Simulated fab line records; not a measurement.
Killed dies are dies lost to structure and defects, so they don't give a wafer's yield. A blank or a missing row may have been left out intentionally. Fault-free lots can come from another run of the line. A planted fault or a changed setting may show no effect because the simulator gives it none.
A lot that was struck, set against a sound lot :: flow sky130 :: 43 out of 708 route steps
Sound: these wafers, L170.1, L170.2, L170.3. Wafers struck: L180.2, L180.4, L180.5. The cause comes at the end.
Order at every step that has rows: each side's tool, ch and its chambers, its first start. Under that, the readings that differ: sound wafers :: struck wafers :: difference of the means :: sigmas: that difference in standard deviations of wafers without a fault.
alike: readings with means less than 2 such deviations apart, plus words and numbers identical on both sides. not compared: withheld readings, readings lacking a value on some wafer, bounds such as >300 that could conceal the same value, and numbers that have no deviation in the record and whose values overlap.
A row with sigmas, a row that says differs or no value, or rows on one side alone: a step with any of these is where the two part. Numbers that have no deviation but don't overlap get no sigmas and don't part them. Lack of a reading on every wafer of one side parts them only where that side has two or more wafers.

first, 6 steps without rows for these wafers: SKY_POLY_GATE_COAT_07 (resist thk 110 nm); SKY_POLY_GATE_COAT_08 (resist thk 450 nm); SKY_POLY_GATE_SOFTBAKE_09 (time 90 s); SKY_POLY_GATE_EXPOSE_10 (exposes mask P1M, target cd 150 nm); SKY_POLY_GATE_PEB_11; SKY_POLY_GATE_DEVELOP_12 (develop time 60 s).
SKY_POLY_GATE_CD_MEAS_13: the cd target is 150 nm.
  struck on cd_sem-02, day 21 20:41; sound on cd_sem-01, day 18 09:05
  alike: cd_nm
SKY_POLY_GATE_OVL_MEAS_14:
  struck on overlay-02, day 21 20:47; sound on overlay-02, day 18 09:12
  alike: POLY_GATE_OVL
SKY_POLY_GATE_ETCH_15: etches BARC in N2/H2, stops on SiO2, time 118.5 s, target depth 110 nm.
  sound on rie_diel-03 ch 0,2,3, day 18 09:14; struck on rie_diel-01 ch 0,1,3, day 21 20:49
  alike: bias_w, chamber_pressure_mTorr, drypump_motor_current_A, oes_product_au, throttle_valve_pct
  not compared: rf_hours_counter_h
SKY_POLY_GATE_ETCH_16: etches Si3N4 in CH3F/O2, stops on poly-Si, time 147.5 s, target depth 75 nm.
  sound on rie_diel-03 ch 0,2,3, day 18 09:19; struck on rie_diel-01 ch 0,1,3, day 21 20:54
  alike: bias_w, chamber_pressure_mTorr, drypump_motor_current_A, oes_product_au, throttle_valve_pct
  not compared: rf_hours_counter_h
SKY_POLY_GATE_ETCH_17: etches poly-Si in HBr/Cl2, stops on SiO2, target depth 180 nm, time 70.5 s.
  sound on rie_si-01 ch 1,2,3, day 18 09:25; struck on rie_si-01 ch 2,3, day 21 20:59
  alike: bias_w, chamber_pressure_mTorr, drypump_motor_current_A, oes_product_au, throttle_valve_pct
  not compared: rf_hours_counter_h
SKY_POLY_GATE_STRIP_18: strips in O2/N2.
  sound on plasma_asher-03 ch 0,1, day 18 09:28; struck on plasma_asher-01 ch 0,1, day 21 21:03
reading: chamber_pressure_mTorr (mTorr)
sound: 1501.8 1501.8 1501.0
struck: 1496.6 1500.4 1498.8
difference: -2.9
sigmas: -2
  alike: drypump_motor_current_A, oes_product_au, strip_time_to_endpoint_s
  not compared: rf_hours_counter_h
SKY_POLY_GATE_CLEAN_19: cleans in SC1/SC2, time 150 s.
  sound on wet_bench-03 ch 0, day 18 09:34; struck on wet_bench-03 ch 1, day 21 21:09
then, 1 step without rows for these wafers: SKY_POLY_GATE_OXIDATION_20 (stabilise 600 s, purge 300 s, target thk 4 nm).
SKY_POLY_GATE_THK_MEAS_21:
  struck on film_metro-03, day 21 22:28; sound on film_metro-02, day 18 10:55
  alike: POLY_GATE_OXIDATION_THK
SKY_POLY_GATE_CD_MEAS_22:
  struck on cd_sem-02, day 21 22:32; sound on cd_sem-01, day 18 10:59
  alike: cd_nm
then, 7 steps without rows for these wafers: SKY_LDD_N_DEHYDRATE_00 (time 60 s); SKY_LDD_N_HMDS_01 (prime time 60 s); SKY_LDD_N_COAT_02 (resist thk 300 nm); SKY_LDD_N_SOFTBAKE_03 (time 60 s); SKY_LDD_N_EXPOSE_04 (exposes mask NTM, target cd 840 nm); SKY_LDD_N_PEB_05; SKY_LDD_N_DEVELOP_06 (develop time 60 s).
SKY_LDD_N_OVL_MEAS_07:
  struck on overlay-02, day 23 04:52; sound on overlay-01, day 19 17:19
  alike: LDD_N_OVL
then, 8 steps without rows for these wafers: SKY_LDD_N_IMPLANT_08; SKY_LDD_N_IMPLANT_09; SKY_LDD_N_IMPLANT_10; SKY_LDD_N_IMPLANT_11; SKY_LDD_N_IMPLANT_12; SKY_LDD_N_IMPLANT_13; SKY_LDD_N_IMPLANT_14; SKY_LDD_N_IMPLANT_15.
SKY_LDD_N_STRIP_16: strips in O2/N2.
  sound on plasma_asher-02 ch 0,1, day 19 18:33; struck on plasma_asher-03 ch 0,1, day 23 06:05
reading: strip_time_to_endpoint_s (s)
sound: 4.312 4.292 4.289
struck: 4.339 4.339 4.332
difference: +0.039
sigmas: +2
  alike: chamber_pressure_mTorr, drypump_motor_current_A, oes_product_au
  not compared: rf_hours_counter_h
SKY_LDD_N_TW_MEAS_17:
  struck on film_metro-03, day 23 06:13; sound on film_metro-02, day 19 18:39
reading: LDD_N_TW
sound: 2592 2581 2577
struck: 2640 2623 2625
difference: +46
sigmas: +3
then, 7 steps without rows for these wafers: SKY_LDD_P_DEHYDRATE_00 (time 60 s); SKY_LDD_P_HMDS_01 (prime time 60 s); SKY_LDD_P_COAT_02 (resist thk 1140 nm); SKY_LDD_P_SOFTBAKE_03 (time 60 s); SKY_LDD_P_EXPOSE_04 (exposes mask PSDM, target cd 380 nm); SKY_LDD_P_PEB_05; SKY_LDD_P_DEVELOP_06 (develop time 60 s).
SKY_LDD_P_CD_MEAS_07: the cd target is 380 nm.
  struck on cd_sem-02, day 24 12:05; sound on cd_sem-01, day 21 01:55
  alike: cd_nm
-- the record jumps here: 25 days lie between the struck wafers' starts before and after (it left off in module LDD_P and takes up again in module PAD_OPEN, whose first step shown is number 708 of the route) --
SKY_PAD_OPEN_PROBE_99:
  struck on prober-02, day 49 20:55; sound on prober-01, day 47 12:31
reading: killed_at_front_end
sound: 19 17 12
struck: 32 36 31
difference: +17
sigmas: +4

reading: killed_on_rim
sound: 23 14 14
struck: 28 24 26
difference: +9
sigmas: +2

reading: killed_open
sound: 61 67 45
struck: 35 43 46
difference: -16
sigmas: -3
  alike: killed_at_M0_to_M3, killed_at_M4_up, killed_at_contacts, killed_at_other, killed_dies, killed_short

WHERE THEY PART
Earliest at SKY_POLY_GATE_STRIP_18; latest, in this record, at SKY_PAD_OPEN_PROBE_99.

WHY: what the simulator had put in
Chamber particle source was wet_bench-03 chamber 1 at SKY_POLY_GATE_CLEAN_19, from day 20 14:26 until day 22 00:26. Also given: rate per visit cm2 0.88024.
